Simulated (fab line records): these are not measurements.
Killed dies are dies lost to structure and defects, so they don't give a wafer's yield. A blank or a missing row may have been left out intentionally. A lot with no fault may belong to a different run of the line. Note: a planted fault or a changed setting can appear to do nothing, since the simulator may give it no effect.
Which tool did it? | flow gf180mcu | 11 lots, 33 wafers sampled, at 6 steps of a route of 602

== WHAT THE GAUGES SHOWED, per wafer ==
GF_STI_BOW_MEAS_00. Usual: for INCOMING_BOW the level is -1 um and the standard deviation is 6.9.
lot  | measured    | on            | INCOMING_BOW (um) | flag
L132 | day 1 10:00 | film metro-03 | 4 3 -5            |
L133 | day 1 15:02 | film metro-03 | -1 -5 -17         |
L136 | day 2 06:00 | film metro-03 | -8 2 -3           |
L137 | day 2 11:00 | film metro-02 | -10 7 2           |
L138 | day 2 16:01 | film metro-02 | -2 -11 20         |
L139 | day 2 21:00 | film metro-02 | 9 -17 5           |
L140 | day 3 02:00 | film metro-03 | -8 -6 -7          |
L142 | day 3 12:02 | film metro-04 | -3 0 -5           |
L147 | day 4 13:00 | film metro-02 | -3 -3 -7          |
L149 | day 4 23:00 | film metro-04 | 4 -5 0            |
L152 | day 5 14:00 | film metro-04 | -2 -5 5           |

GF_HV_LDD_OVL_MEAS_20. Usual: for HV_LDD_01_OVL the level is 0.2 nm and the standard deviation is 1.4.
lot  | measured     | on         | HV_LDD_01_OVL (nm) | flag
L132 | day 10 19:58 | overlay-02 | 1.6 -1.3 0.1       |
L133 | day 11 01:43 | overlay-02 | 1.4 3.0 0.8        |
L136 | day 11 20:21 | overlay-02 | -0.2 -2.1 1.2      |
L137 | day 12 07:04 | overlay-01 | -0.2 0.5 1.0       |
L138 | day 12 13:07 | overlay-02 | -1.0 -0.9 -0.5     |
L139 | day 12 21:41 | overlay-01 | 0.2 1.7 -0.8       |
L140 | day 13 08:49 | overlay-02 | 0.1 0.4 0.9        |
L142 | day 13 22:49 | overlay-02 | -1.5 0.0 -0.5      |
L147 | day 15 14:54 | overlay-01 | -0.1 1.1 0.4       |
L149 | day 15 23:40 | overlay-01 | 0.8 0.0 0.5        |
L152 | day 16 22:43 | overlay-02 | 0.8 0.4 0.6        |

GF_PSD_RS_MEAS_14: measurement is done with a four-point probe. Usual: for NSD_RS the level is 46.12 ohm/sq and the standard deviation is 0.085.
lot  | measured     | on            | NSD_RS (ohm/sq)   | flag
L132 | day 14 06:58 | film metro-02 | 46.04 46.12 46.17 |
L133 | day 14 19:02 | film metro-03 | 46.24 46.16 46.05 |
L136 | day 15 17:39 | film metro-01 | 46.09 46.11 46.09 |
L137 | day 15 21:50 | film metro-03 | 46.07 46.07 45.96 |
L138 | day 16 02:42 | film metro-01 | 46.10 46.11 46.12 |
L139 | day 16 20:25 | film metro-03 | 45.92 45.93 45.88 |
L140 | day 17 01:29 | film metro-01 | 46.08 46.08 46.06 |
L142 | day 17 21:49 | film metro-03 | 40.86 40.76 40.81 | OFF
L147 | day 19 13:59 | film metro-01 | 40.68 40.77 40.77 | OFF
L149 | day 20 02:11 | film metro-03 | 46.12 45.97 46.05 |
L152 | day 21 03:47 | film metro-01 | 46.01 46.05 46.02 |

== WHAT TOOL EACH LOT RAN ON (gives the tool, then ch and the chambers of the sampled wafers, and finally the start) ==
lot  | GF_MVSD_STRIP_10                    | GF_NSD_IMPLANT_10               | GF_NSD_STRIP_11
L132 | plasma asher-04 ch 0,1, day 4 11:38 | implanter-03 ch 0, day 13 09:18 | plasma asher-01 ch 1, day 13 09:27
L133 | plasma asher-03 ch 0,1, day 4 15:34 | implanter-04 ch 0, day 13 16:57 | plasma asher-04 ch 0,1, day 13 17:05
L136 | plasma asher-04 ch 0, day 5 08:20   | implanter-02 ch 0, day 14 19:42 | plasma asher-01 ch 0, day 14 19:51
L137 | plasma asher-01 ch 0,1, day 5 15:56 | implanter-04 ch 0, day 14 22:44 | plasma asher-04 ch 0,1, day 14 22:53
L138 | plasma asher-04 ch 0,1, day 5 20:04 | implanter-02 ch 0, day 15 03:59 | plasma asher-02 ch 0,1, day 15 04:06
L139 | plasma asher-01 ch 0, day 6 03:53   | implanter-03 ch 0, day 15 21:35 | plasma asher-02 ch 0,1, day 15 21:44
L140 | plasma asher-04 ch 0,1, day 6 09:26 | implanter-03 ch 0, day 16 02:11 | plasma asher-01 ch 0,1, day 16 02:20
L142 | plasma asher-04 ch 0,1, day 6 20:24 | implanter-02 ch 0, day 16 22:02 | plasma asher-01 ch 0,1, day 16 22:38
L147 | plasma asher-01 ch 0,1, day 8 01:28 | implanter-02 ch 0, day 18 13:38 | plasma asher-04 ch 0,1, day 18 14:08
L149 | plasma asher-01 ch 0, day 8 14:31   | implanter-04 ch 0, day 19 01:26 | plasma asher-04 ch 0,1, day 19 01:35
L152 | plasma asher-03 ch 0,1, day 9 05:53 | implanter-04 ch 0, day 20 02:33 | plasma asher-02 ch 0,1, day 20 02:42
- GF_MVSD_STRIP_10: strips in O2/N2.
- GF_NSD_IMPLANT_10
- GF_NSD_STRIP_11: strips in O2/N2.

== AS READ BY THE TOOLS THEMSELVES (means over the sampled wafers that have a number; for cases with no such wafer, the mark the record gives instead) ==
GF_MVSD_STRIP_10. Usual: chamber pressure mTorr 1500.0 mTorr, standard deviation 1.4; drypump motor current A 6.0 A, standard deviation 0.34; heater power w 308 W, standard deviation 30; n2 flow sccm 300.0 sccm, standard deviation 0.85; oes product au 0.723 a.u., standard deviation 0.0046; strip time to endpoint s 36.93 s, standard deviation 0.1.
lot  | tool            | chamber pressure mTorr (mTorr) | drypump motor current A (A) | heater power w (W) | n2 flow sccm (sccm) | oes product au (a.u.) | strip time to endpoint s (s) | flag
L132 | plasma asher-04 | 1500.3                         | 5.7                         | 317                | 300.4               | 0.724                 | 36.87                        |
L133 | plasma asher-03 | 1501.0                         | 5.9                         | 290                | 299.1               | 0.725                 | 37.03                        |
L136 | plasma asher-04 | 1499.1                         | 6.4                         | 358                | 300.0               | 0.721                 | 36.81                        |
L137 | plasma asher-01 | 1499.0                         | 6.0                         | 308                | 300.3               | 0.721                 | 37.08                        |
L138 | plasma asher-04 | 1499.7                         | 5.7                         | 319                | 300.4               | 0.723                 | 36.98                        |
L139 | plasma asher-01 | 1499.4                         | 6.2                         | 326                | 299.2               | 0.723                 | 36.97                        |
L140 | plasma asher-04 | 1499.5                         | 6.0                         | 341                | 300.1               | 0.724                 | 36.74                        |
L142 | plasma asher-04 | 1499.6                         | 6.0                         | 339                | 300.4               | 0.725                 | 36.84                        |
L147 | plasma asher-01 | 1500.0                         | 6.0                         | 306                | 300.5               | 0.720                 | 36.87                        |
L149 | plasma asher-01 | 1500.1                         | 6.2                         | 325                | 299.4               | 0.723                 | 36.94                        |
L152 | plasma asher-03 | 1499.4                         | 6.1                         | 284                | 299.3               | 0.725                 | 37.00                        |

GF_NSD_IMPLANT_10. Usual: 5e+14 for dose ions cm2, sd 5e+11.
lot  | tool         | dose ions cm2 | flag
L132 | implanter-03 | 5e+14         |
L133 | implanter-04 | 5e+14         |
L136 | implanter-02 | 5e+14         |
L137 | implanter-04 | 5e+14         |
L138 | implanter-02 | 5e+14         |
L139 | implanter-03 | 5e+14         |
L140 | implanter-03 | 5e+14         |
L142 | implanter-02 | 5e+14         |
L147 | implanter-02 | 5e+14         |
L149 | implanter-04 | 5e+14         |
L152 | implanter-04 | 5e+14         |

GF_NSD_STRIP_11. Usual: chamber pressure mTorr 1499.9 mTorr, standard deviation 1.4; drypump motor current A 5.8 A, standard deviation 0.42; heater power w 320 W, standard deviation 24; n2 flow sccm 300.0 sccm, standard deviation 0.95; oes product au 0.487 a.u., standard deviation 0.0041; strip time to endpoint s 22.96 s, standard deviation 0.035.
lot  | tool            | chamber pressure mTorr (mTorr) | drypump motor current A (A) | heater power w (W) | n2 flow sccm (sccm) | oes product au (a.u.) | strip time to endpoint s (s) | flag
L132 | plasma asher-01 | 1499.8                         | 5.9                         | 296                | 300.4               | 0.485                 | 22.94                        |
L133 | plasma asher-04 | 1499.7                         | 6.0                         | 337                | 299.6               | 0.489                 | 22.90                        |
L136 | plasma asher-01 | 1499.8                         | 6.2                         | 327                | 300.2               | 0.485                 | 22.92                        |
L137 | plasma asher-04 | 1500.0                         | 5.7                         | 316                | 299.2               | 0.486                 | 22.99                        |
L138 | plasma asher-02 | 1500.6                         | 5.5                         | 322                | 300.3               | 0.488                 | 22.93                        |
L139 | plasma asher-02 | 1501.0                         | 5.5                         | 323                | 301.0               | 0.488                 | 22.98                        |
L140 | plasma asher-01 | 1500.1                         | 6.0                         | 310                | 300.1               | 0.487                 | 23.00                        |
L142 | plasma asher-01 | 1498.5                         | 6.1                         | 314                | 299.8               | 0.479                 | 23.45                        | OFF
L147 | plasma asher-04 | 1499.9                         | 5.7                         | 317                | 299.5               | 0.479                 | 23.44                        | OFF
L149 | plasma asher-04 | 1501.4                         | 5.7                         | 314                | 300.2               | 0.492                 | 23.00                        |
L152 | plasma asher-02 | 1499.7                         | 5.6                         | 309                | 300.1               | 0.486                 | 22.98                        |

== THE ANSWER, worked out from the rows above alone ==
Rule: take the mean of a lot's wafers that have a number; if it is more than 3 standard deviations from the usual mean, the lot is off. Also off: a lot with no number at a reading for which 4 or more lots have one. The other lots that the step has rows for count as sound. First the gauges in route order, then the tools' own readings, where a lot's mean is used as printed above. The first step at which some lot is off is used, and at that step the reading that is off furthest; a lot without a number counts as furthest.
Off: L142, L147, at GF_PSD_RS_MEAS_14 (NSD_RS).
If a tool, at a process step before that reading, ran all the lots that are off and no sound lot after the first of them, it fits. Not tried: the gauges at GF_PSD_RS_MEAS_14; whatever is off there is also off at GF_NSD_STRIP_11, on other tools, and gauge error can't account for it. One fits: implanter-02 at GF_NSD_IMPLANT_10. A fault onset in the window from L138 (day 15 03:59, its last sound lot) to L142 (day 16 22:02, its first lot off) fits.

== WHAT THE SIMULATOR HAD INSERTED ==
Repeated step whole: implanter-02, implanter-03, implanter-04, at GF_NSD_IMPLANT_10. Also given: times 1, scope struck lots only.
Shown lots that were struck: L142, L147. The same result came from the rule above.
